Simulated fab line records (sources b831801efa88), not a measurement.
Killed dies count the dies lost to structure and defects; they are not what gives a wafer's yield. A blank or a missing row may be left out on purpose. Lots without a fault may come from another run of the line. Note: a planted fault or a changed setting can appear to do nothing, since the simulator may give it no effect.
fab line records | flow sky130
record: lots: 6 wafers: 18 last-day: 51
route steps=708 shown NWELL@82 PWDE@84 VT_ADJUST_HVTP@85 PAD_OPEN@708
lots that met no fault: from a run of the same line without faults
start-h: the number of hours between the record's first day and the start of the first shown wafer of the lot | wait-h: time in hours since the lot's previous step | " the same as in the row above | L1.1+2: a single row standing in for several wafers | - value missing, or start not given | * or withheld: withheld | < > ~ a bound
route shown NAME@n: names a module that has steps shown in the file, with the first one's number in the route | usual: the fault-free wafers' mean and standard deviation | same: alike in all rows | chamber/n: place in a boat | sites: the reading at each site | _std_site: how widely they spread, as a standard deviation | _edge_site: inner sites' mean taken away from outer sites' mean | radius-mm: for every site, how far away it sits from the centre of the wafer | mask NAME#n: copy n | behind: the most recent tool/chamber to have shaped the wafer | hold: the reason the lot was held/the length of the hold in hours/how it ended | device: the n, p or np transistor that did not switch | end of line: the route-end tests of the same wafers | a step with no rows: only its recipe | killed: the dies lost at the first sort to structure and to defects; this is not the yield of the wafer | map: per-die view of a wafer (x killed, . not killed, _ where there is no die)
set.NAME: the setting that was run; set.NAME@STEP: the one run at that earlier step | model.NAME: the simulator's own value behind a step, which no gauge read
lots at some steps of the route; a table a step, a row a wafer
services: when a tool's chamber went out of use (start-h, in hours from the record's first day, below 0 if earlier), for how many hours, and the reason
== steps ==
step: SKY_NWELL_RS_MEAS_29
recipe: thk-meas-gauge: four-point-probe
usual: NWELL_RS: 624.6/1.7
columns lot.wafer tool chamber start-h wait-h NWELL_RS[ohm/sq]
L548.2 film-metro-02 - 117.42 0.1 624.3
L548.3 " - " " 624.8
L548.6 " - " " 624.9
L557.1 film-metro-02 - 162.00 0.1 625.3
L557.3 " - " " 625.4
L557.5 " - " " 623.8
L561.1 film-metro-04 - 187.90 0.1 625.3
L561.3 " - " " 625.8
L561.5 " - " " 622.8
L566.2 film-metro-02 - 215.92 0.1 623.8
L566.4 " - " " 624.4
L566.5 " - " " 624.0
L569.2 film-metro-02 - 242.82 0.1 623.7
L569.4 " - " " 624.1
L569.5 " - " " 626.1
L571.1 film-metro-04 - 249.40 0.1 623.1
L571.2 " - " " 622.3
L571.3 " - " " 622.5
step: SKY_NWELL_RS_MEAS_31
recipe: thk-meas-gauge: four-point-probe
usual: PWDE_RS: 5276/15
columns lot.wafer tool chamber start-h wait-h PWDE_RS[ohm/sq]
L548.2 film-metro-02 - 117.66 0.1 5283
L548.3 " - " " 5264
L548.6 " - " " 5264
L557.1 film-metro-02 - 162.24 0.1 5294
L557.3 " - " " 5288
L557.5 " - " " 5285
L561.1 film-metro-04 - 188.14 0.1 5281
L561.3 " - " " 5265
L561.5 " - " " 5266
L566.2 film-metro-02 - 216.16 0.1 5291
L566.4 " - " " 5313
L566.5 " - " " 5327
L569.2 film-metro-02 - 243.06 0.1 5294
L569.4 " - " " 5268
L569.5 " - " " 5289
L571.1 film-metro-04 - 249.64 0.1 5269
L571.2 " - " " 5269
L571.3 " - " " 5277
step: SKY_VT_ADJUST_HVTP_DEHYDRATE_00
recipe: temp-c: 200 time-s: 60
step: SKY_VT_ADJUST_HVTP_HMDS_01
recipe: prime-time-s: 60 prime-temp-c: 120
step: SKY_VT_ADJUST_HVTP_COAT_02
recipe: resist: NOVOLAK spin-rpm: 3000 resist-thk-nm: 1140
step: SKY_VT_ADJUST_HVTP_SOFTBAKE_03
recipe: temp-c: 90 time-s: 60 resist: NOVOLAK
step: SKY_VT_ADJUST_HVTP_EXPOSE_04
recipe: mask-id: HVTPM na: 0.6 source-shape: conventional sigma-outer: 0.6 polarization: unpolarized target-cd-nm: 380 dose-mj: 140
step: SKY_VT_ADJUST_HVTP_PEB_05
recipe: temp-c: withheld time-s: * resist: NOVOLAK
step: SKY_VT_ADJUST_HVTP_DEVELOP_06
recipe: resist: NOVOLAK developer: TMAH develop-time-s: 60 dev-temp-c: 23
step: SKY_VT_ADJUST_HVTP_CD_MEAS_07
recipe: target-cd-nm: 380
usual: cd-nm: 379.2/2.2
columns lot.wafer tool chamber start-h wait-h cd-nm
L548.2 cd-sem-02 - 136.72 0.1 381.3
L548.3 " - " " 379.7
L548.6 " - " " 377.9
L557.1 cd-sem-02 - 184.00 0.1 381.0
L557.3 " - " " 380.9
L557.5 " - " " 378.1
L561.1 cd-sem-02 - 210.60 0.1 375.3
L561.3 " - " " 375.7
L561.5 " - " " 379.2
L566.2 cd-sem-01 - 238.22 0.1 379.2
L566.4 " - " " 379.8
L566.5 " - " " 381.0
L569.2 cd-sem-01 - 266.62 0.1 377.6
L569.4 " - " " 377.0
L569.5 " - " " 376.2
L571.1 cd-sem-01 - 273.75 0.1 375.3
L571.2 " - " " 374.6
L571.3 " - " " 375.4
step: SKY_VT_ADJUST_HVTP_OVL_MEAS_08
usual: VT_ADJUST_HVTP_OVL: -0.5/1.6
columns lot.wafer tool chamber start-h wait-h VT_ADJUST_HVTP_OVL[nm]
L548.2 overlay-02 - 136.83 0.1 -1.6
L548.3 " - " " -2.0
L548.6 " - " " -0.5
L557.1 overlay-02 - 184.12 0.1 -0.4
L557.3 " - " " -1.2
L557.5 " - " " 1.1
L561.1 overlay-02 - 210.72 0.1 -2.8
L561.3 " - " " -3.8
L561.5 " - " " -2.8
L566.2 overlay-01 - 238.33 0.1 1.8
L566.4 " - " " 0.8
L566.5 " - " " 0.0
L569.2 overlay-01 - 266.72 0.1 -1.6
L569.4 " - " " -0.4
L569.5 " - " " 0.0
L571.1 overlay-01 - 273.87 0.1 0.1
L571.2 " - " " -0.9
L571.3 " - " " 0.5
step: SKY_VT_ADJUST_HVTP_IMPLANT_09
recipe: species: As energy-kev: 150 dose-cm2: 4.3e+12 tilt-deg: withheld
usual: beam-energy-keV: 150.00/0.048 beam-on-s: 9.99/0.2
columns lot.wafer tool chamber start-h wait-h beam-energy-keV beam-on-s model.implant.drp-nm
L548.2 implanter-01 0 136.89 0.0 149.98 9.87 33.4
L548.3 " 0 " " 150.01 10.39 33.4
L548.6 " 0 " " 149.97 9.98 33.4
L557.1 implanter-02 0 184.15 0.0 152.32 9.92 33.83
L557.3 " 0 " " 152.39 10.15 33.83
L557.5 " 0 " " 152.35 9.94 33.83
L561.1 implanter-02 0 210.76 0.0 152.33 9.64 33.83
L561.3 " 0 " " 152.33 9.56 33.83
L561.5 " 0 " " 152.30 10.28 33.83
L566.2 implanter-01 0 238.38 0.0 149.97 9.86 33.4
L566.4 " 0 " " 149.95 10.11 33.4
L566.5 " 0 " " 149.91 10.24 33.4
L569.2 implanter-01 0 266.78 0.0 150.00 10.00 33.4
L569.4 " 0 " " 150.07 9.61 33.4
L569.5 " 0 " " 150.11 10.08 33.4
L571.1 implanter-02 0 273.91 0.0 150.06 9.96 33.4
L571.2 " 0 " " 149.98 10.07 33.4
L571.3 " 0 " " 149.97 10.15 33.4
step: SKY_VT_ADJUST_HVTP_STRIP_10
recipe: chemistry: O2/N2 power-w: 1400 pressure-mtorr: 1500 platen-temp-c: withheld o2-flow-sccm: 3000 n2-flow-sccm: 300 overash-fraction: 0.5
usual: chamber-pressure-mTorr: 1500.2/1.3 drypump-motor-current-A: 5.7/0.36 oes-product-au: 0.716/0.0045 strip-time-to-endpoint-s: 14.18/0.038
columns lot.wafer tool chamber start-h wait-h chamber-pressure-mTorr drypump-motor-current-A oes-product-au rf-hours-counter-h strip-time-to-endpoint-s
L548.2 plasma-asher-03 0 137.01 0.1 1500.0 5.7 0.714 31 14.13
L548.3 " 1 " " 1499.8 5.6 0.713 - 14.11
L548.6 " 1 " " 1499.5 5.6 0.719 - 14.17
L557.1 plasma-asher-01 1 184.30 0.1 1500.1 5.7 0.714 49 14.15
L557.3 " 0 " " 1501.1 5.0 0.721 - 14.11
L557.5 " 1 " " 1500.3 5.7 0.718 - 14.18
L561.1 plasma-asher-04 1 210.91 0.1 1500.2 5.7 0.715 52 14.20
L561.3 " 1 " " 1499.2 5.7 0.721 - 14.20
L561.5 " 1 " " 1500.7 5.7 0.713 - 14.17
L566.2 plasma-asher-03 0 238.51 0.1 1499.6 5.7 0.718 41 14.20
L566.4 " 1 " " 1498.9 5.6 0.720 - 14.16
L566.5 " 0 " " 1500.1 5.7 0.709 - 14.15
L569.2 plasma-asher-01 1 266.90 0.1 1502.2 5.7 0.717 57 14.21
L569.4 " 1 " " 1501.4 5.7 0.722 - 14.14
L569.5 " 1 " " 1499.7 5.7 0.719 - 14.16
L571.1 plasma-asher-03 1 274.06 0.1 1500.2 5.6 0.715 44 14.21
L571.2 " 0 " " 1500.1 5.7 0.722 44 14.29
L571.3 " 0 " " 1500.5 5.7 0.719 - 14.22
step: SKY_PAD_OPEN_PROBE_99
usual: killed_at_M0_to_M3: 43/7.5 killed_at_M4_up: 3.2/1.9 killed-at-contacts: 24/5.6 killed-at-front-end: 15/4.8 killed-at-other: 0.2/0.54 killed-dies: 86/11 killed-open: 47/7.6 killed-short: 39/7.1
same: gross-dies: 492 killed-at-back-side: 0
columns lot.wafer tool chamber start-h wait-h killed_at_M0_to_M3 killed_at_M4_up killed-at-contacts killed-at-front-end killed-at-other killed-dies killed-open killed-short
L548.2 prober-01 - 1108.43 0.1 33 6 14 7 3 63 29 34
L548.3 prober-01 - 1108.48 0.2 43 4 21 13 1 82 48 34
L548.6 prober-01 - 1108.63 0.2 39 3 21 7 1 71 38 33
L557.1 prober-01 - 1150.65 0.1 45 3 20 20 0 88 51 37
L557.3 prober-01 - 1150.75 0.2 55 7 26 12 0 100 57 43
L557.5 prober-01 - 1150.85 0.2 40 2 30 8 0 80 36 44
L561.1 prober-02 - 1173.94 0.1 61 2 28 12 0 103 53 50
L561.3 prober-02 - 1174.04 0.2 37 2 31 14 0 84 41 43
L561.5 prober-02 - 1174.14 0.2 39 2 22 17 0 80 38 42
L566.2 prober-02 - 1193.16 0.1 36 2 32 22 0 92 36 56
L566.4 prober-02 - 1193.26 0.2 34 5 36 17 0 92 54 38
L566.5 prober-02 - 1193.31 0.2 41 2 25 24 2 94 46 48
L569.2 prober-01 - 1214.26 0.1 37 3 30 15 0 85 55 30
L569.4 prober-01 - 1214.36 0.2 53 4 25 11 0 93 48 45
L569.5 prober-01 - 1214.41 0.2 47 5 19 20 0 91 53 38
L571.1 prober-01 - 1219.38 0.1 42 6 20 12 0 80 49 31
L571.2 prober-01 - 1219.43 0.1 32 4 15 8 0 59 37 22
L571.3 prober-01 - 1219.48 0.2 39 1 19 13 0 72 40 32
killed by level:class
L548.2 VIA1:geometric-particle:open=9 METAL1:geometric-particle:short=6 LI_CONTACT:geometric-particle:open=4 CONTACT:geometric-particle:short=4 METAL2:geometric-particle:short=4 METAL4:geometric-particle:short=4 METAL3:geometric-particle:short=4 CONTACT:geometric-particle:open=3
L548.3 VIA1:geometric-particle:open=11 CONTACT:geometric-particle:open=10 VIA3:geometric-particle:open=7 VIA2:geometric-particle:open=6 CONTACT:geometric-particle:short=5 METAL3:geometric-particle:short=5 FIELD_ISO:geometric-particle:open=4 POLY_GATE:geometric-particle:open=4
L548.6 VIA1:geometric-particle:open=16 LI_CONTACT:geometric-particle:open=7 CONTACT:geometric-particle:open=7 METAL2:geometric-particle:short=6 VIA2:geometric-particle:open=5 VIA1:geometric-particle:short=5 LOCAL_INTERCONNECT:geometric-particle:short=4 CONTACT:geometric-particle:short=3
L557.1 VIA1:geometric-particle:open=11 METAL2:geometric-particle:short=11 LI_CONTACT:geometric-particle:open=8 FIELD_ISO:geometric-particle:open=7 VIA2:geometric-particle:open=7 CONTACT:geometric-particle:open=6 POLY_GATE:geometric-particle:open=4 VIA3:geometric-particle:open=4
L557.3 VIA1:geometric-particle:open=16 CONTACT:geometric-particle:open=10 VIA2:geometric-particle:open=10 VIA3:geometric-particle:open=8 VIA1:geometric-particle:short=6 METAL1:geometric-particle:short=6 METAL3:geometric-particle:short=6 POLY_GATE:geometric-particle:open=5
L557.5 CONTACT:geometric-particle:open=11 CONTACT:geometric-particle:short=8 VIA2:geometric-particle:open=8 METAL2:geometric-particle:short=7 VIA1:geometric-particle:short=7 LI_CONTACT:geometric-particle:open=5 METAL1:geometric-particle:short=5 VIA1:geometric-particle:open=5
L561.1 CONTACT:geometric-particle:open=14 VIA1:geometric-particle:open=10 VIA2:geometric-particle:open=9 METAL1:geometric-particle:short=7 METAL2:geometric-particle:short=7 VIA3:geometric-particle:open=6 VIA2:geometric-particle:short=6 LI_CONTACT:geometric-particle:short=5
L561.3 CONTACT:geometric-particle:open=13 POLY_GATE:geometric-particle:short=8 VIA1:geometric-particle:open=7 METAL1:geometric-particle:short=6 FIELD_ISO:geometric-particle:open=5 LI_CONTACT:geometric-particle:open=5 LOCAL_INTERCONNECT:geometric-particle:short=5 CONTACT:geometric-particle:short=5
L561.5 VIA1:geometric-particle:open=12 METAL2:geometric-particle:short=9 FIELD_ISO:geometric-particle:short=7 LI_CONTACT:geometric-particle:open=6 CONTACT:geometric-particle:short=6 CONTACT:geometric-particle:open=5 VIA1:geometric-particle:short=4 VIA2:geometric-particle:open=4
L566.2 CONTACT:geometric-particle:open=11 METAL2:geometric-particle:short=8 FIELD_ISO:geometric-particle:short=7 LI_CONTACT:geometric-particle:open=7 VIA1:geometric-particle:open=7 POLY_GATE:geometric-particle:short=6 LI_CONTACT:geometric-particle:short=5 CONTACT:geometric-particle:short=5
L566.4 CONTACT:geometric-particle:open=12 LI_CONTACT:geometric-particle:open=11 VIA1:geometric-particle:open=9 VIA3:geometric-particle:open=8 VIA1:geometric-particle:short=6 FIELD_ISO:geometric-particle:open=5 LOCAL_INTERCONNECT:geometric-particle:short=5 CONTACT:geometric-particle:short=5
L566.5 CONTACT:geometric-particle:open=8 LI_CONTACT:geometric-particle:open=7 VIA1:geometric-particle:open=7 METAL1:geometric-particle:short=6 POLY_GATE:geometric-particle:open=6 POLY_GATE:geometric-particle:short=6 FIELD_ISO:geometric-particle:open=5 METAL2:geometric-particle:short=5
L569.2 VIA1:geometric-particle:open=16 CONTACT:geometric-particle:open=11 VIA2:geometric-particle:open=7 POLY_GATE:geometric-particle:open=7 CONTACT:geometric-particle:short=7 LI_CONTACT:geometric-particle:open=5 METAL2:geometric-particle:short=4 LOCAL_INTERCONNECT:geometric-particle:short=4
L569.4 VIA1:geometric-particle:open=12 LI_CONTACT:geometric-particle:open=8 CONTACT:geometric-particle:open=8 VIA3:geometric-particle:open=8 METAL2:geometric-particle:short=7 VIA1:geometric-particle:short=6 VIA3:geometric-particle:short=5 LOCAL_INTERCONNECT:geometric-particle:short=4
L569.5 VIA1:geometric-particle:open=12 VIA3:geometric-particle:open=9 CONTACT:geometric-particle:open=7 LOCAL_INTERCONNECT:geometric-particle:short=6 FIELD_ISO:geometric-particle:short=5 POLY_GATE:geometric-particle:open=5 LI_CONTACT:geometric-particle:open=5 VIA2:geometric-particle:short=5
L571.1 VIA1:geometric-particle:open=11 FIELD_ISO:geometric-particle:open=6 VIA2:geometric-particle:open=6 LI_CONTACT:geometric-particle:open=6 LOCAL_INTERCONNECT:geometric-particle:short=5 CONTACT:geometric-particle:open=5 METAL2:geometric-particle:short=4 METAL4:geometric-particle:short=4
L571.2 VIA1:geometric-particle:open=11 LI_CONTACT:geometric-particle:open=7 VIA2:geometric-particle:open=5 VIA3:geometric-particle:open=5 FIELD_ISO:geometric-particle:short=3 FIELD_ISO:geometric-particle:open=3 LOCAL_INTERCONNECT:geometric-particle:short=3 CONTACT:geometric-particle:open=3
L571.3 VIA1:geometric-particle:open=11 CONTACT:geometric-particle:open=7 METAL1:geometric-particle:short=5 VIA2:geometric-particle:open=5 METAL2:geometric-particle:short=5 POLY_GATE:geometric-particle:short=4 LI_CONTACT:geometric-particle:open=4 POLY_GATE:geometric-particle:open=3
== services ==
columns tool chamber start-h hours kind
plasma-asher-04 - 139.27 1.2 repair
implanter-01 - 159.42 2.2 repair
implanter-01 - 179.77 2.3 repair
implanter-02 - 192.32 0.9 repair
implanter-01 - 227.52 10.2 repair
implanter-02 - 229.05 3.8 pm
plasma-asher-01 - 247.29 0.4 repair
plasma-asher-03 - 250.99 3.5 repair
== key ==
first-sign: step: SKY_VT_ADJUST_HVTP_IMPLANT_09 reading: beam-energy-keV direction: up sigmas: 49 usual: * struck: *
effect none on later readings
model-effect: step: SKY_VT_ADJUST_HVTP_IMPLANT_09 value: implant.drp-nm without: 33.4 struck: 33.83
met-at SKY_VT_ADJUST_HVTP_IMPLANT_09
struck-wafers L557.1,L557.3,L557.5,L561.1,L561.3,L561.5
tester-left-out L557,L561
fault: kind: process-parameter-drift tool: implanter-02 chamber: - onset-h: 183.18 steps: SKY_VT_ADJUST_HVTP_IMPLANT_09 channel: energy-kev offset: * shape: step end-h: 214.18 acts-in: * stated: *
tester-left-out: of these lots the tester's yield and bins aren't shown, on N5 and GAA mostly nor the transistor test; their killed dies are dies lost to structure and defects alone, not to doping, threshold or leakage, so they don't give the yield
